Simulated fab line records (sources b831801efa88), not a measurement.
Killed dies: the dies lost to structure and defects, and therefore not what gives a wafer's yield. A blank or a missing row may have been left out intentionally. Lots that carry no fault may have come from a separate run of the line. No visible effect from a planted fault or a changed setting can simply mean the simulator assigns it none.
Chamber matching -- flow gf180mcu -- GF_V2_CMP_26 on cmp-02: 4 sister chambers
The step polishes, stops on SiO2, t overpolish 15 s, target thk 0 nm. 4 wafers are shown with their chamber, then 7 later ones without.

## WAFERS, EACH WITH ITS CHAMBER
wafer,chamber,motor current A (A)
L608.3,1,13.3
L615.1,2,11.8
L615.2,3,9.8
L615.3,0,11.4

## WAFERS WITHOUT THEIR CHAMBER
wafer,motor current A (A)
L616.3,9.5
L616.5,13.4
L616.6,11.6
L620.2,11.8
L620.3,12.7
L621.2,10.2
L622.5,11.5

## EACH ONE'S CHAMBER
wafer,from the rows above,in truth
L616.3,3,3
L616.5,1,1
L616.6,can't be placed: 0 or 2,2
L620.2,can't be placed: 2 or 0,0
L620.3,can't be placed: 1 or 2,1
L621.2,3,3
L622.5,can't be placed: 0 or 2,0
Correctly placed: 3 of 7. These rows do not allow placing 4 (true chamber among the candidates in 4). Placed wrongly: 0.
How it was worked out, from the rows above alone: a wafer's distance from a chamber is the root of the sum, over the readings, of the square of ((its reading less the chamber's mean) divided by the reading's scatter). If the next closest chamber is less than 2 further off than the closest, the wafer can't be placed; otherwise it belongs to the closest. The mean given for a chamber averages the wafers shown for that chamber. The scatter: with one shown wafer a chamber, the root of the mean of the squares of how far each hidden wafer lies from its nearest shown one.
